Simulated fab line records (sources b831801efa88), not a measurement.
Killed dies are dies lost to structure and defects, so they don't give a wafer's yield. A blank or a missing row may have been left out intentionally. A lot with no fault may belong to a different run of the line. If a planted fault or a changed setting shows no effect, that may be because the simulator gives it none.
fab line records	flow sky130
record lots=12	wafers=36	last-day=50
route steps=708 shown METAL1@438 CAPM@538 METAL3@566 PAD_OPEN@707
lots untouched by any fault: they come from a run of this same line in which no faults occurred
start-h: start of the lot's first displayed wafer, in hours after the record's first day	wait-h: time in hours since the lot's previous step	" the same as in the row above	L1.1+2: several wafers, shown together as one row	- either no value or no given start	* or withheld: withheld	< > ~ a bound
route shown NAME@n: NAME is a module with steps in the file, n the number in the route of the first one	usual: mean and standard deviation over wafers with no fault	same: alike in all rows	chamber/n: place in a boat	sites: readings site by site	_std_site: standard deviation across them	_edge_site: outer sites' mean less inner sites'	radius-mm: how far each site lies from the wafer's centre	mask NAME#n: copy n	behind: the last tool/chamber to shape the wafer	hold: what put the lot on hold/how long, in hours/how the hold closed	device: names the non-switching transistor (n, p or np)	end of line: at the end of the route, the tests of the same wafers	step lacking rows: just its recipe	killed: at the first sort, the dies lost to defects and structure; wafer yield is something else	map: the dies of a wafer, with x for killed, . for not killed, _ for no die there
set.NAME: the run value of the setting; set.NAME@STEP: its run value at that earlier step	model.NAME: the simulator's own value behind a step, which no gauge read
the route's steps for a sample of lots (tables are steps, rows are wafers)
services: a tool's chamber out of use, with start hour (start-h, from the record's first day; less than 0 if before it), hours out, and reason
## steps
# step SKY_METAL1_SPUTTER_04
# recipe material=TiN	target-thk-nm=70	power-w=6500	time-s=58.3	chamber-pressure-pa=0.4
# usual cathode-dc-power-W=6500.1/1.1	throttle-valve-pct=30.4/1.4
lot.wafer	tool	chamber	start-h	wait-h	cathode-dc-power-W	throttle-valve-pct
L835.1	pvd-sputter-02	-	756.36	0.0	6500.4	29.0
L835.2	"	-	"	"	6500.9	31.2
L835.4	"	-	"	"	6499.1	31.9
L837.2	pvd-sputter-03	-	764.31	0.0	6500.7	29.1
L837.3	"	-	"	"	6502.2	31.6
L837.5	"	-	"	"	6502.5	32.9
L836.3	pvd-sputter-02	-	765.11	0.0	6500.3	30.4
L836.4	"	-	"	"	6501.7	31.8
L836.5	"	-	"	"	6500.1	30.6
L838.1	pvd-sputter-03	-	776.87	0.0	6498.9	31.4
L838.4	"	-	"	"	6497.9	29.1
L838.5	"	-	"	"	6501.0	29.6
L839.2	pvd-sputter-04	-	781.75	0.0	6501.1	29.5
L839.3	"	-	"	"	6499.1	32.0
L839.4	"	-	"	"	6500.9	28.4
L845.1	pvd-sputter-04	-	822.61	0.0	6499.8	28.3
L845.4	"	-	"	"	6502.0	29.8
L845.6	"	-	"	"	6498.7	28.3
L846.1	pvd-sputter-03	-	830.91	0.0	6499.6	29.6
L846.3	"	-	"	"	6499.2	29.0
L846.5	"	-	"	"	6499.9	31.5
L849.1	pvd-sputter-04	-	850.72	0.0	6499.0	29.4
L849.4	"	-	"	"	6498.4	31.8
L849.6	"	-	"	"	6498.2	29.7
L850.1	pvd-sputter-02	-	859.33	0.0	6498.8	31.3
L850.3	"	-	"	"	6502.1	30.5
L850.6	"	-	"	"	6501.4	29.2
L851.2	pvd-sputter-02	-	860.69	0.0	6500.0	30.2
L851.4	"	-	"	"	6501.1	29.1
L851.5	"	-	"	"	6500.8	31.4
L854.2	pvd-sputter-04	-	884.69	0.0	6500.6	28.0
L854.3	"	-	"	"	6500.3	29.5
L854.4	"	-	"	"	6501.1	30.0
L857.4	pvd-sputter-03	-	905.98	0.0	6501.2	33.0
L857.5	"	-	"	"	6499.0	32.7
L857.6	"	-	"	"	6500.8	31.1
# step SKY_CAPM_THK_MEAS_01
# recipe reads=SiO2_of_CAPM_CVD_00
# usual CAPM_CVD_00_THK=15.36/0.22
lot.wafer	tool	chamber	start-h	wait-h	CAPM_CVD_00_THK[nm]
L835.1	film-metro-04	-	868.54	-	15.23
L835.2	"	-	"	"	15.23
L835.4	"	-	"	"	15.56
L837.2	film-metro-04	-	876.24	-	15.07
L837.3	"	-	"	"	15.22
L837.5	"	-	"	"	15.41
L836.3	film-metro-04	-	877.19	-	15.42
L836.4	"	-	"	"	15.51
L836.5	"	-	"	"	15.36
L838.1	film-metro-04	-	888.93	-	15.19
L838.4	"	-	"	"	15.61
L838.5	"	-	"	"	15.41
L839.2	film-metro-04	-	891.71	-	15.41
L839.3	"	-	"	"	15.43
L839.4	"	-	"	"	15.54
L845.1	film-metro-03	-	931.20	-	15.20
L845.4	"	-	"	"	15.37
L845.6	"	-	"	"	15.53
L846.1	film-metro-01	-	937.80	-	15.12
L846.3	"	-	"	"	15.25
L846.5	"	-	"	"	15.75
L849.1	film-metro-04	-	957.48	-	15.28
L849.4	"	-	"	"	15.52
L849.6	"	-	"	"	15.51
L850.1	film-metro-03	-	964.46	-	14.94
L850.3	"	-	"	"	15.19
L850.6	"	-	"	"	15.37
L851.2	film-metro-04	-	966.85	-	15.30
L851.4	"	-	"	"	15.35
L851.5	"	-	"	"	15.44
L854.2	film-metro-04	-	987.08	-	15.10
L854.3	"	-	"	"	14.91
L854.4	"	-	"	"	15.29
L857.4	film-metro-03	-	1007.98	-	15.65
L857.5	"	-	"	"	15.48
L857.6	"	-	"	"	15.55
# step SKY_METAL3_ETCH_16
# recipe chemistry=N2/H2	target=BARC	ion-energy-ev=200	bias-w=100	pressure-mtorr=30	n2-flow-sccm=100	h2-flow-sccm=200	icp-w=500	stop-on=SiO2	time-s=88.2	target-depth-a=600
# usual drypump-motor-current-A=5.8/0.48	oes-product-au=0.626/0.0046	throttle-valve-pct=13.206/0.0093
lot.wafer	tool	chamber	start-h	wait-h	drypump-motor-current-A	oes-product-au	rf-hours-counter-h	throttle-valve-pct
L835.1	rie-metal-01	0	920.70	0.0	5.9	0.623	9	13.204
L835.2	"	1	"	"	6.1	0.625	13	13.197
L835.4	"	1	"	"	6.1	0.625	-	13.206
L837.2	rie-metal-01	0	925.93	0.0	5.9	0.625	9	13.212
L837.3	"	0	"	"	5.9	0.616	-	13.206
L837.5	"	1	"	"	6.1	0.626	-	13.216
L836.3	rie-metal-02	1	928.37	0.0	6.6	0.621	-	13.205
L836.4	"	0	"	"	5.2	0.634	-	13.199
L836.5	"	0	"	"	5.2	0.628	-	13.216
L838.1	rie-metal-01	1	939.34	0.0	6.1	0.633	14	13.201
L838.4	"	0	"	"	5.9	0.632	-	13.208
L838.5	"	1	"	"	6.1	0.632	-	13.201
L839.2	rie-metal-01	1	942.10	0.0	6.1	0.633	15	13.198
L839.3	"	0	"	"	5.9	0.618	-	13.215
L839.4	"	1	"	"	6.2	0.630	-	13.198
L845.1	rie-metal-01	0	980.70	0.0	5.9	0.623	12	13.197
L845.4	"	1	"	"	6.1	0.624	-	13.214
L845.6	"	1	"	"	6.1	0.627	-	13.194
L846.1	rie-metal-04	0	985.88	0.0	5.6	0.624	11	13.201
L846.3	"	1	"	"	5.0	0.625	-	13.197
L846.5	"	1	"	"	5.0	0.624	-	13.198
L849.1	rie-metal-04	0	1005.13	0.0	5.6	0.623	13	13.216
L849.4	"	1	"	"	5.1	0.620	-	13.225
L849.6	"	1	"	"	5.1	0.626	-	13.192
L850.1	rie-metal-01	0	1012.69	0.0	5.9	0.627	14	13.186
L850.3	"	0	"	"	5.9	0.624	-	13.205
L850.6	"	1	"	"	6.1	0.627	-	13.216
L851.2	rie-metal-01	0	1014.46	0.0	5.9	0.621	14	13.211
L851.4	"	0	"	"	5.9	0.626	-	13.214
L851.5	"	0	"	"	5.9	0.628	-	13.210
L854.2	rie-metal-01	1	1032.99	0.0	6.2	0.615	20	13.217
L854.3	"	0	"	"	6.0	0.619	-	13.210
L854.4	"	1	"	"	6.2	0.627	-	13.206
L857.4	rie-metal-04	1	1053.87	0.0	5.1	0.628	-	13.192
L857.5	"	0	"	"	5.6	0.626	-	13.194
L857.6	"	1	"	"	5.1	0.628	-	13.215
# step SKY_PAD_OPEN_BOW_MEAS_13
# recipe mode=bow
# usual PAD_OPEN_BOW=49/8.9
lot.wafer	tool	chamber	start-h	wait-h	PAD_OPEN_BOW[um]
L835.1	film-metro-04	-	1094.06	-	51
L835.2	"	-	"	"	52
L835.4	"	-	"	"	44
L837.2	film-metro-01	-	1097.26	-	59
L837.3	"	-	"	"	70
L837.5	"	-	"	"	47
L836.3	film-metro-01	-	1099.06	-	57
L836.4	"	-	"	"	62
L836.5	"	-	"	"	51
L838.1	film-metro-01	-	1108.20	-	56
L838.4	"	-	"	"	56
L838.5	"	-	"	"	56
L839.2	film-metro-04	-	1110.63	-	42
L839.3	"	-	"	"	46
L839.4	"	-	"	"	48
L845.1	film-metro-02	-	1142.53	-	42
L845.4	"	-	"	"	52
L845.6	"	-	"	"	55
L846.1	film-metro-04	-	1145.98	-	60
L846.3	"	-	"	"	52
L846.5	"	-	"	"	53
L849.1	film-metro-01	-	1162.02	-	46
L849.4	"	-	"	"	44
L849.6	"	-	"	"	54
L850.1	film-metro-02	-	1167.21	-	33
L850.3	"	-	"	"	27
L850.6	"	-	"	"	43
L851.2	film-metro-02	-	1168.48	-	47
L851.4	"	-	"	"	43
L851.5	"	-	"	"	33
L854.2	film-metro-01	-	1182.78	-	53
L854.3	"	-	"	"	54
L854.4	"	-	"	"	56
L857.4	film-metro-04	-	1197.57	-	46
L857.5	"	-	"	"	56
L857.6	"	-	"	"	60
# step SKY_PAD_OPEN_PROBE_99
# usual defect-limited-yield=82.5/2	killed_at_M0_to_M3=43/7.1	killed_at_M4_up=3.3/2	killed-at-contacts=24/5.1	killed-at-front-end=15/4.6	killed-at-other=0.3/0.6	killed-dies=86/9.6	killed-open=46/7.3	killed-short=39/6.7	sort_bin_3_pad_short=0.9/0.44	sort_bin_5_function=10.4/1.5	sort_bin_6_memory=6.2/1.1	sort-n-pass=406/9.6	sort-yield-pct=82.5/2
# same gross-dies=492	killed-at-back-side=0	sort_bin_4_leakage[%]=0	sort_bin_8_speed[%]=0
lot.wafer	tool	chamber	start-h	wait-h	defect-limited-yield[%]	killed_at_M0_to_M3	killed_at_M4_up	killed-at-contacts	killed-at-front-end	killed-at-other	killed-dies	killed-open	killed-short	sort_bin_3_pad_short[%]	sort_bin_5_function[%]	sort_bin_6_memory[%]	sort-n-pass	sort-yield-pct[%]
L846.1	prober-02	-	1146.10	0.1	82.7	44	2	23	15	1	85	43	41	0.6	10.6	6.1	407	82.7
L846.3	prober-02	-	1146.20	0.2	78.7	70	2	24	9	0	105	38	28	0.8	12.6	7.9	387	78.7
L846.5	prober-02	-	1146.30	0.2	84.6	39	1	23	12	1	76	39	36	0.6	10.4	4.5	416	84.6
# killed by level:class
L846.1 LOCAL_INTERCONNECT:geometric-particle:short=9 VIA1:geometric-particle:open=9 VIA2:geometric-particle:open=8 LI_CONTACT:geometric-particle:open=6 CONTACT:geometric-particle:open=6 VIA3:geometric-particle:short=6 FIELD_ISO:geometric-particle:open=4 METAL1:geometric-particle:short=4
L846.3 METAL1:unspecified=38 CONTACT:geometric-particle:open=12 METAL1:geometric-particle:short=7 VIA1:geometric-particle:open=6 CONTACT:geometric-particle:short=4 VIA1:geometric-particle:short=4 FIELD_ISO:geometric-particle:short=3 FIELD_ISO:geometric-particle:open=3
L846.5 CONTACT:geometric-particle:open=8 VIA1:geometric-particle:open=8 METAL3:geometric-particle:short=7 VIA3:geometric-particle:open=7 FIELD_ISO:geometric-particle:short=4 VIA2:geometric-particle:short=4 LI_CONTACT:geometric-particle:open=4 LOCAL_INTERCONNECT:geometric-particle:short=4
## services
tool	chamber	start-h	hours	kind
rie-metal-01	0	735.80	5.2	repair
rie-metal-02	-	756.43	0.3	repair
pvd-sputter-04	0	776.16	-	consumable-replace:kit
pvd-sputter-04	0	776.16	18.0	scheduled-down
pvd-sputter-04	0	776.16	18.0	vent-cycle
pvd-sputter-03	-	882.81	15.7	repair
pvd-sputter-03	-	884.85	2.9	repair
pvd-sputter-03	3	919.62	-	consumable-replace:kit
pvd-sputter-03	3	919.62	18.0	scheduled-down
pvd-sputter-03	3	919.62	18.0	vent-cycle
rie-metal-04	1	925.21	2.4	repair
rie-metal-02	-	939.08	1.9	repair
pvd-sputter-03	-	958.76	12.5	repair
pvd-sputter-04	3	962.08	-	consumable-replace:kit
pvd-sputter-04	3	962.08	18.0	scheduled-down
pvd-sputter-04	3	962.08	18.0	vent-cycle
pvd-sputter-02	1	964.44	-	consumable-replace:kit
pvd-sputter-02	1	964.44	18.0	scheduled-down
pvd-sputter-02	1	964.44	18.0	vent-cycle
rie-metal-04	1	975.93	7.1	repair
rie-metal-02	-	1035.55	1.0	repair
pvd-sputter-03	-	1049.97	4.4	repair
pvd-sputter-04	2	1051.50	-	consumable-replace:kit
pvd-sputter-04	2	1051.50	18.0	scheduled-down
## key
first-sign step=SKY_PAD_OPEN_PROBE_99	reading=killed_at_M0_to_M3	direction=up	sigmas=3.8	usual=43	struck=70
effect none on later readings
met-at SKY_METAL1_SPUTTER_04
struck-lots L846
struck-wafers L846.3
not-acting-at SKY_CAPM_THK_MEAS_01,SKY_METAL3_ETCH_16,SKY_PAD_OPEN_BOW_MEAS_13
onset-between 776.87 830.91
fault kind=chamber-particle-source	tool=pvd-sputter-03	chamber=-	onset-h=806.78	steps=SKY_METAL1_SPUTTER_04	rate-per-visit-cm2=0.38512	end-h=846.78	scope=struck-wafers-only
